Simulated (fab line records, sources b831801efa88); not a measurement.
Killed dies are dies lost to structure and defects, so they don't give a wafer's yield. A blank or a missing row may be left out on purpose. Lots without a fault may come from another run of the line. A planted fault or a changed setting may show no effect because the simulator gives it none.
Problem report in the 8D (eight disciplines) form, filled by code | flow sky130 | the parts of the form that need people (team, actions taken, sign-off) are left out

1. THE PROBLEM
run_length_s at SKY_FIELD_ISO_ETCH_14 reads a mean of 49.9 s on 6 wafers of 2 lots; wafers without a fault read 74.1 s with a standard deviation of 0.47. That is -52 standard deviations from the usual mean.
The step: etches BARC in N2/H2, stops on SiO2, time 45.9 s, target depth 60 nm.
First seen on wafer L345.1, day 4 12:56, on rie_diel-03. The record holds 42 wafers of 14 lots with a number at this step. Rule for "out", or "out of limits": more than 4 standard deviations from the usual mean. The other wafers with a number count as sound.

2. WHAT IT IS AND WHAT IT IS NOT
question                    | is                           | is not
which readings at this step | run_length_s, oes_product_au | -
which lots                  | L345, L348                   | L337, L338, L339, L340, L342, L343, L346, L352, L354, L358, L359, L360
which wafers of those lots  | all that have a number       | -
read on which tools         | rie_diel-03                  | rie_diel-01, rie_diel-04
when                        | from day 4 12:56             | up to then (18 sound wafers); but 18 sound wafers of L346, L352, L354, L358, L359, L360 came after

3. SUSPECTS, AND WHAT RULES EACH OUT
Counting: a tool at a process step up to the reading stays a suspect if it ran every lot that is out and no sound lot after the first of them.
- rie_diel-03 at SKY_FIELD_ISO_ETCH_14 (etches BARC in N2/H2, stops on SiO2, time 45.9 s, target depth 60 nm): ruled out as a lasting fault. Sound lots L360 ran on it after its first lot that is out, L345 (day 4 12:56).
Left after counting: nothing in the record.

4. THE CAUSE (what the simulator had put in)
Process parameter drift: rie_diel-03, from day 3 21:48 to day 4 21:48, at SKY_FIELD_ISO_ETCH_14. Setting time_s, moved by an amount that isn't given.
Counting ruled it out, wrongly.

5. THE CHAIN OF EFFECTS, in route order
Each row: a reading whose mean over the struck wafers that have a number lies more than 3 standard deviations from the usual. Only readings for which the record gives a usual standard deviation are gone through. hours: the time from each lot's start at the first step in this table that gives one to its start at this step, as a median over the lots. sigmas: the change in usual standard deviations.
hours | step                   | reading                  | usual      | on struck wafers | change | sigmas
0     | SKY_FIELD_ISO_ETCH_14  | oes_product_au           | 0.855 a.u. | 0.999            | +0.144 | +29
0     | SKY_FIELD_ISO_ETCH_14  | run_length_s             | 74.1 s     | 49.9             | -24.2  | -52
0     | SKY_FIELD_ISO_ETCH_15  | oes_product_au           | 0.949 a.u. | 0.374            | -0.575 | -91
0     | SKY_FIELD_ISO_ETCH_15  | throttle_valve_pct       | 8.847 %    | 8.679            | -0.168 | -20
0     | SKY_FIELD_ISO_STRIP_16 | strip_time_to_endpoint_s | 3.55 s     | 3.81             | +0.26  | +7.0
The process steps in it:
- SKY_FIELD_ISO_ETCH_14: etches BARC in N2/H2, stops on SiO2, time 45.9 s, target depth 60 nm.
- SKY_FIELD_ISO_ETCH_15: etches the open film in CHF3/O2, stops on Si, target depth 180 nm, time 72 s.
- SKY_FIELD_ISO_STRIP_16: strips in O2/N2.
Later measuring or inspecting steps at which every struck wafer that the step has a row for has a number for every such reading, and none has moved that far: SKY_FIELD_ISO_THK_MEAS_23.

6. WHAT WOULD HAVE CAUGHT IT SOONER
In this record the first reading out of limits was taken at day 4 12:56, 15 hours after the fault began at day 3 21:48.
